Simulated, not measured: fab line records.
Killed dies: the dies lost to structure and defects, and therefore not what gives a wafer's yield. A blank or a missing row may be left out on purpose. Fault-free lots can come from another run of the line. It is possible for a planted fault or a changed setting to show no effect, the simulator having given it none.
Code-filled problem report in 8D (eight disciplines) form / flow sky130 / the parts of the form that need people (team, actions taken, sign-off) are left out

1. WHAT WENT WRONG
At SKY_LOCAL_INTERCONNECT_SPUTTER_00, cathode-dc-power-W averages 6349.6 W over 6 wafers from 2 lots, while fault-free wafers read 6499.9 W, standard deviation 1.3. So: -99 or more standard deviations from the usual mean.
The step: material TiN, target thk 100 nm, time 83.3 s.
First observed at day 35 00:56: wafer L738.2, on pvd-sputter-03. The record holds 18 wafers of 6 lots with a number at this step. Rule for "out" (also "out of limits"): further than 4 standard deviations from the usual mean. The rest of the wafers with a number are treated as sound.

2. WHAT IT IS; WHAT IT IS NOT
question=which readings at this step | is=cathode-dc-power-W | is not=throttle-valve-pct
question=which lots | is=L738, L739 | is not=L724, L729, L741, L743
question=which wafers of those lots | is=all that have a number | is not=-
question=read on which tools | is=pvd-sputter-03 | is not=pvd-sputter-01
question=when | is=from day 35 00:56 | is not=up to then (6 sound wafers); but 6 sound wafers of L741, L743 came after

3. THE SUSPECTS, EACH WITH WHAT RULES IT OUT
Counting: a tool at any process step up to the reading remains a suspect when it ran all the lots that are out and ran no sound lot after the first of those.
- plasma-asher-02 at SKY_LI_CONTACT_STRIP_16 (strips in O2/N2): kept. It ran every lot that is out, first L738 (day 34 23:53), and no sound lot after that.
- cmp-01 at SKY_LI_CONTACT_CMP_24 (polishes, stops on PSG, t overpolish 20 s, target thk 0 nm): ruled out as a lasting fault. Sound lots L743 ran on it after its first lot that is out, L738 (day 35 00:38).
- pvd-sputter-03 at SKY_LOCAL_INTERCONNECT_SPUTTER_00 (material TiN, target thk 100 nm, time 83.3 s): kept. All lots that are out passed through it, beginning with L738 at day 35 00:56, and no sound lot followed; its final sound lot before that point was L729 at day 32 12:05. Out on those wafers are its own readings of cathode-dc-power-W.
After counting, plasma-asher-02 at SKY_LI_CONTACT_STRIP_16 and pvd-sputter-03 at SKY_LOCAL_INTERCONNECT_SPUTTER_00 remain.

4. THE CAUSE (what the simulator had put in)
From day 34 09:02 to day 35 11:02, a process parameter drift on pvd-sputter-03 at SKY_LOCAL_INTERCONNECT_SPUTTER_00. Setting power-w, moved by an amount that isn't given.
This tool is one of the 2 suspects left after counting.

5. SEQUENCE OF EFFECTS, ordered by route
Each row: a reading whose mean over the struck wafers that have a number lies more than 3 standard deviations from the usual. Only readings for which the record gives a usual standard deviation are gone through. hours: the time from each lot's start at the first step in this table that gives one to its start at this step, as a median over the lots. sigmas: the change in usual standard deviations.
hours=0; step=SKY_LOCAL_INTERCONNECT_SPUTTER_00; reading=cathode-dc-power-W; usual=6499.9 W; on struck wafers=6349.6; change=-150.3; sigmas=-99 or more
The process steps in it:
- SKY_LOCAL_INTERCONNECT_SPUTTER_00: material TiN, target thk 100 nm, time 83.3 s.
Later measuring or inspecting steps at which every struck wafer that the step has a row for has a number for every such reading, and none has moved that far: SKY_LOCAL_INTERCONNECT_RS_MEAS_01, SKY_LOCAL_INTERCONNECT_THK_MEAS_02, SKY_LOCAL_INTERCONNECT_CD_MEAS_11, SKY_LOCAL_INTERCONNECT_OVL_MEAS_12.

6. HOW IT WOULD HAVE BEEN CAUGHT EARLIER
16 hours passed between the start of the fault at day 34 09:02 and the first reading out of limits in this record, taken at day 35 00:56.
